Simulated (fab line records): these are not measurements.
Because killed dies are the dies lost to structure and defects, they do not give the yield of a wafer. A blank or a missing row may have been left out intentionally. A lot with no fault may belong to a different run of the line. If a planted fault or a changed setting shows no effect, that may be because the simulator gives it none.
Which tool was responsible? + flow sky130 + 13 lots with 39 wafers sampled at 3 steps, on a route of 708 steps

## WHAT EACH GAUGE READ, for each wafer
SKY_POLY_GATE_CD_MEAS_22. Usual: cd_nm 149 nm, standard deviation 3.3.
| lot  | measured     | on        | cd_nm (nm)  | flag |
|------|--------------|-----------|-------------|------|
| L872 | day 17 08:33 | cd_sem-02 | 149 152 153 |      |
| L871 | day 17 10:37 | cd_sem-02 | 146 145 148 |      |
| L870 | day 17 13:58 | cd_sem-02 | 147 152 149 |      |
| L873 | day 17 14:00 | cd_sem-01 | 143 146 144 |      |
| L874 | day 17 23:56 | cd_sem-02 | 143 145 142 |      |
| L876 | day 18 16:41 | cd_sem-02 | 153 148 154 |      |
| L877 | day 19 04:07 | cd_sem-01 | 149 146 148 |      |
| L878 | day 19 16:28 | cd_sem-01 | 149 153 151 |      |
| L889 | day 24 09:16 | cd_sem-01 | 152 152 149 |      |
| L890 | day 24 10:35 | cd_sem-02 | 150 143 148 |      |
| L891 | day 24 11:50 | cd_sem-02 | 148 151 146 |      |
| L892 | day 24 11:59 | cd_sem-01 | 150 152 152 |      |
| L893 | day 24 23:21 | cd_sem-02 | 148 149 147 |      |

SKY_LDD_HVP_TW_MEAS_10. Usual: for LDD_HVP_TW the level is 452 and the standard deviation is 4.9.
| lot  | measured     | on            | LDD_HVP_TW  | flag |
|------|--------------|---------------|-------------|------|
| L872 | day 22 12:59 | film_metro-01 | 460 459 461 |      |
| L871 | day 22 15:53 | film_metro-01 | 458 460 461 |      |
| L870 | day 22 18:01 | film_metro-02 | 453 453 451 |      |
| L873 | day 22 18:28 | film_metro-01 | 462 462 460 |      |
| L874 | day 23 05:13 | film_metro-02 | 451 451 451 |      |
| L876 | day 23 22:20 | film_metro-04 | 448 449 449 |      |
| L877 | day 24 08:18 | film_metro-04 | 449 447 449 |      |
| L878 | day 24 21:07 | film_metro-01 | 459 457 457 |      |
| L889 | day 29 07:52 | film_metro-02 | 458 455 453 |      |
| L890 | day 29 08:52 | film_metro-04 | 474 473 474 | OFF  |
| L891 | day 29 09:10 | film_metro-01 | 486 486 484 | OFF  |
| L892 | day 29 10:31 | film_metro-04 | 447 449 445 |      |
| L893 | day 29 22:13 | film_metro-02 | 455 455 456 |      |

## TOOL THAT RAN EACH LOT (tool first, then ch and the chambers of the sampled wafers, then the start)
| lot  | SKY_LDD_HVP_IMPLANT_08          |
|------|---------------------------------|
| L872 | implanter-02 ch 0, day 22 12:46 |
| L871 | implanter-01 ch 0, day 22 15:38 |
| L870 | implanter-02 ch 0, day 22 17:47 |
| L873 | implanter-01 ch 0, day 22 18:15 |
| L874 | implanter-02 ch 0, day 23 04:58 |
| L876 | implanter-02 ch 0, day 23 22:07 |
| L877 | implanter-01 ch 0, day 24 08:03 |
| L878 | implanter-01 ch 0, day 24 20:52 |
| L889 | implanter-01 ch 0, day 29 07:37 |
| L890 | implanter-01 ch 0, day 29 08:37 |
| L891 | implanter-01 ch 0, day 29 08:55 |
| L892 | implanter-02 ch 0, day 29 10:16 |
| L893 | implanter-02 ch 0, day 29 21:58 |
- SKY_LDD_HVP_IMPLANT_08

## WHAT THE TOOLS THEMSELVES READ (means of the sampled wafers that have a number; where no wafer has one, the mark that the record gives instead)
SKY_LDD_HVP_IMPLANT_08. Usual: beam_on_s 9.97 s, standard deviation 0.21; faraday_current_uA 94.4, standard deviation 1.9.
| lot  | tool         | beam_on_s (s) | faraday_current_uA | flag |
|------|--------------|---------------|--------------------|------|
| L872 | implanter-02 | 9.95          | 94.9               |      |
| L871 | implanter-01 | 9.95          | 94.7               |      |
| L870 | implanter-02 | 9.84          | 95.6               |      |
| L873 | implanter-01 | 10.22         | 92.2               |      |
| L874 | implanter-02 | 9.90          | 95.2               |      |
| L876 | implanter-02 | 10.07         | 93.3               |      |
| L877 | implanter-01 | 9.90          | 95.1               |      |
| L878 | implanter-01 | 9.82          | 95.9               |      |
| L889 | implanter-01 | 9.81          | 95.8               |      |
| L890 | implanter-01 | 12.00         | 78.3               | OFF  |
| L891 | implanter-01 | 11.83         | 79.5               | OFF  |
| L892 | implanter-02 | 10.11         | 93.2               |      |
| L893 | implanter-02 | 10.07         | 93.4               |      |

## THE ANSWER, worked out from the rows above alone
Rule: a lot is off if the mean of its wafers that have a number lies more than 3 standard deviations from the usual mean. Also off: a lot with no number at a reading for which 4 or more lots have one. The other lots that the step has rows for count as sound. The gauges are gone through in route order, then the tools' own readings, and for those a lot's mean is taken as printed above. At the first step where some lot is off, the reading lying furthest off is the one used; lots without a number count as furthest.
Off: L890, L891, seen at SKY_LDD_HVP_TW_MEAS_10 (LDD_HVP_TW).
A tool fits if, at a process step before that reading, it ran every lot that is off, and no sound lot after the first of them. Not tried: the gauges at SKY_LDD_HVP_TW_MEAS_10; whatever is off there is also off at SKY_LDD_HVP_IMPLANT_08, on other tools, and gauge error can't account for it. One fits: SKY_LDD_HVP_IMPLANT_08 on implanter-01. A fault onset in the window from L889 (day 29 07:37, its last sound lot) to L890 (day 29 08:37, its first lot off) fits.
The tool's own readings at SKY_LDD_HVP_IMPLANT_08 bear it out: on the lots that are off they differ by more than 5 times the standard deviation of the sound lots' means. beam_on_s reads 11.91 s there against 9.97 s on the sound lots; faraday_current_uA reads 78.9 there against 94.5 on the sound lots.

## WHAT HAD BEEN PUT IN BY THE SIMULATOR
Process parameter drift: implanter-01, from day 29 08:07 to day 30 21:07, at SKY_LDD_HVP_IMPLANT_08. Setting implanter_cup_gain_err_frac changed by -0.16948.
Struck lots among those shown: L890, L891. The rule above found the same.
